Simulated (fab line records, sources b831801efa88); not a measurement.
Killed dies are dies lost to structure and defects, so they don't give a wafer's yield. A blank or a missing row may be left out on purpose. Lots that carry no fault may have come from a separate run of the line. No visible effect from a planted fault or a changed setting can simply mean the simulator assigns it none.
The tool behind it: which one? ; flow gf180mcu ; 39 wafers from 13 lots sampled at 5 of the route's 602 steps

== WHAT EACH GAUGE READ, for each wafer ==
GF_V3_THK_MEAS_01. Usual: for V3_CVD_00_THK the level is 599 nm and the standard deviation is 8.1.
lot;measured;on;V3_CVD_00_THK (nm);flag
L459;day 22 13:32;film_metro-03;600 598 595;
L460;day 23 00:22;film_metro-04;603 597 604;
L461;day 23 01:35;film_metro-04;610 585 616;
L462;day 23 04:59;film_metro-04;603 593 598;
L463;day 23 17:04;film_metro-01;592 594 604;
L464;day 24 07:05;film_metro-04;601 618 614;
L465;day 24 08:04;film_metro-01;596 593 599;
L466;day 24 15:35;film_metro-01;611 606 616;
L474;day 27 06:12;film_metro-01;592 614 600;
L475;day 27 10:31;film_metro-04;593 588 601;
L476;day 27 21:05;film_metro-04;603 598 598;
L478;day 28 05:59;film_metro-01;592 594 595;
L480;day 28 19:57;film_metro-01;593 577 578;

GF_V3_THK_MEAS_03. Usual: for V3_CVD_02_THK the level is 855 nm and the standard deviation is 12.
lot;measured;on;V3_CVD_02_THK (nm);flag
L459;day 22 13:40;film_metro-04;862 855 859;
L460;day 23 00:30;film_metro-01;850 830 869;
L461;day 23 01:43;film_metro-03;853 846 856;
L462;day 23 05:07;film_metro-03;858 856 863;
L463;day 23 17:11;film_metro-03;850 864 871;
L464;day 24 07:13;film_metro-04;853 859 877;
L465;day 24 08:12;film_metro-04;870 855 877;
L466;day 24 15:43;film_metro-04;834 847 849;
L474;day 27 06:20;film_metro-03;910 900 900;OFF
L475;day 27 10:39;film_metro-03;849 853 861;
L476;day 27 21:13;film_metro-04;882 892 908;OFF
L478;day 28 06:07;film_metro-04;835 834 837;
L480;day 28 20:05;film_metro-03;858 848 853;

GF_V3_CD_MEAS_14: target cd 260 nm. Usual: 259.7 nm for cd_nm, sd 1.5.
lot;measured;on;cd_nm (nm);flag
L459;day 23 12:47;cd_sem-02;261.3 260.3 260.3;
L460;day 23 23:04;cd_sem-02;260.8 261.1 260.0;
L461;day 24 00:49;cd_sem-01;260.0 258.5 259.4;
L462;day 24 03:55;cd_sem-01;258.4 260.3 259.9;
L463;day 24 15:04;cd_sem-01;260.8 260.8 260.1;
L464;day 25 05:19;cd_sem-01;259.1 258.7 259.3;
L465;day 25 06:36;cd_sem-02;259.6 260.5 259.6;
L466;day 25 13:38;cd_sem-02;261.2 261.8 261.5;
L474;day 28 01:50;cd_sem-02;258.7 258.7 259.0;
L475;day 28 07:01;cd_sem-02;259.9 260.3 260.1;
L476;day 28 16:43;cd_sem-01;259.5 260.0 256.3;
L478;day 29 02:31;cd_sem-01;258.5 258.3 258.0;
L480;day 29 16:11;cd_sem-02;261.7 261.5 261.4;

== EACH LOT AND THE TOOL THAT RAN IT (in order: tool; ch and the chambers of the sampled wafers; start) ==
lot;GF_V2_CMP_26;GF_V3_CVD_02
L459;cmp-01 ch 0,3, day 21 12:38;pecvd-02 ch 0,2, day 22 13:35
L460;cmp-01 ch 0,1,3, day 21 23:52;pecvd-03 ch 1,2, day 23 00:26
L461;cmp-01 ch 2,3, day 22 01:02;pecvd-01 ch 0,2, day 23 01:38
L462;cmp-02 ch 1,2,3, day 22 04:47;pecvd-02 ch 0,2, day 23 05:02
L463;cmp-02 ch 1,2, day 22 17:14;pecvd-03 ch 0,1,2, day 23 17:07
L464;cmp-01 ch 0,1,2, day 23 07:35;pecvd-02 ch 0,2, day 24 07:08
L465;cmp-01 ch 2,3, day 23 08:58;pecvd-03 ch 0,1,2, day 24 08:07
L466;cmp-01 ch 0,3, day 23 16:07;pecvd-01 ch 0,1, day 24 15:38
L474;cmp-01 ch 0,2,3, day 26 08:22;pecvd-02 ch 0,1,2, day 27 06:16
L475;cmp-02 ch 0,1,2, day 26 12:38;pecvd-03 ch 0,1, day 27 10:35
L476;cmp-01 ch 0,2, day 26 23:33;pecvd-02 ch 0,2, day 27 21:09
L478;cmp-01 ch 0,1,3, day 27 08:46;pecvd-01 ch 0,1,2, day 28 06:03
L480;cmp-01 ch 0,2,3, day 27 22:56;pecvd-03 ch 0,1,2, day 28 20:00
- GF_V2_CMP_26: polishes, stops on SiO2, t overpolish 15 s, target thk 0 nm.
- GF_V3_CVD_02: deposits SiO2 from TEOS, target thk 850 nm, time 94.851 s.

== WHAT THE TOOLS THEMSELVES READ (means of the sampled wafers that have a number; where no wafer has one, the mark that the record gives instead) ==
GF_V2_CMP_26. Usual: motor_current_A 11.0 A, standard deviation 0.97; overpolish_run_s 15.001 s, standard deviation 0.0085; time_to_endpoint_s 88 s, standard deviation 4.4.
lot;tool;motor_current_A (A);overpolish_run_s (s);time_to_endpoint_s (s);flag
L459;cmp-01;11.5;14.997;83;
L460;cmp-01;11.0;15.006;88;
L461;cmp-01;10.5;15.000;87;
L462;cmp-02;11.3;15.001;90;
L463;cmp-02;11.8;14.992;92;
L464;cmp-01;10.3;14.996;89;
L465;cmp-01;10.9;14.994;94;
L466;cmp-01;11.5;15.003;88;
L474;cmp-01;11.3;15.003;85;
L475;cmp-02;10.9;15.003;84;
L476;cmp-01;11.2;15.000;81;
L478;cmp-01;11.3;14.994;92;
L480;cmp-01;11.3;15.006;90;

GF_V3_CVD_02. Usual: heater_power_w 688 W, standard deviation 88; rf_fwd_power_W 596.2 W, standard deviation 2.
lot;tool;heater_power_w (W);rf_fwd_power_W (W);flag
L459;pecvd-02;617;597.0;
L460;pecvd-03;736;597.4;
L461;pecvd-01;741;595.8;
L462;pecvd-02;613;596.3;
L463;pecvd-03;681;596.9;
L464;pecvd-02;604;596.9;
L465;pecvd-03;634;593.9;
L466;pecvd-01;789;596.0;
L474;pecvd-02;603;692.1;OFF
L475;pecvd-03;691;595.3;
L476;pecvd-02;562;693.2;OFF
L478;pecvd-01;704;596.0;
L480;pecvd-03;698;595.0;

== THE ANSWER, worked out from the rows above alone ==
Rule: a lot is off if the mean of its wafers that have a number lies more than 3 standard deviations from the usual mean. A lot without any number at a reading at which 4 lots or more have one is off too. The other lots that the step has rows for count as sound. The gauges are gone through in route order, then the tools' own readings, and for those a lot's mean is taken as printed above. The first step at which some lot is off is used, and at that step the reading that is off furthest; a lot without a number counts as furthest.
Off: L474, L476, seen at GF_V3_THK_MEAS_03 (V3_CVD_02_THK).
If a tool, at a process step before that reading, ran all the lots that are off and no sound lot after the first of them, it fits. Not tried: the gauges at GF_V3_THK_MEAS_03; whatever is off there is also off at GF_V3_CVD_02, on other tools, and gauge error can't account for it. One fits: pecvd-02 at GF_V3_CVD_02. Its last sound lot is L464 (day 24 07:08), its first lot that is off L474 (day 27 06:16): a fault that began between those two fits.
The tool's own readings at GF_V3_CVD_02 bear it out: on the lots that are off they differ by more than 5 times the standard deviation of the sound lots' means. rf_fwd_power_W reads 692.7 W there against 596.0 W on the sound lots.

== WHAT THE SIMULATOR PUT IN ==
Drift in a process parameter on pecvd-02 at GF_V3_CVD_02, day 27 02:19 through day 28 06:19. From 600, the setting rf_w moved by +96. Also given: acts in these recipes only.
Struck lots among those shown: L474, L476. The rule above found the same.
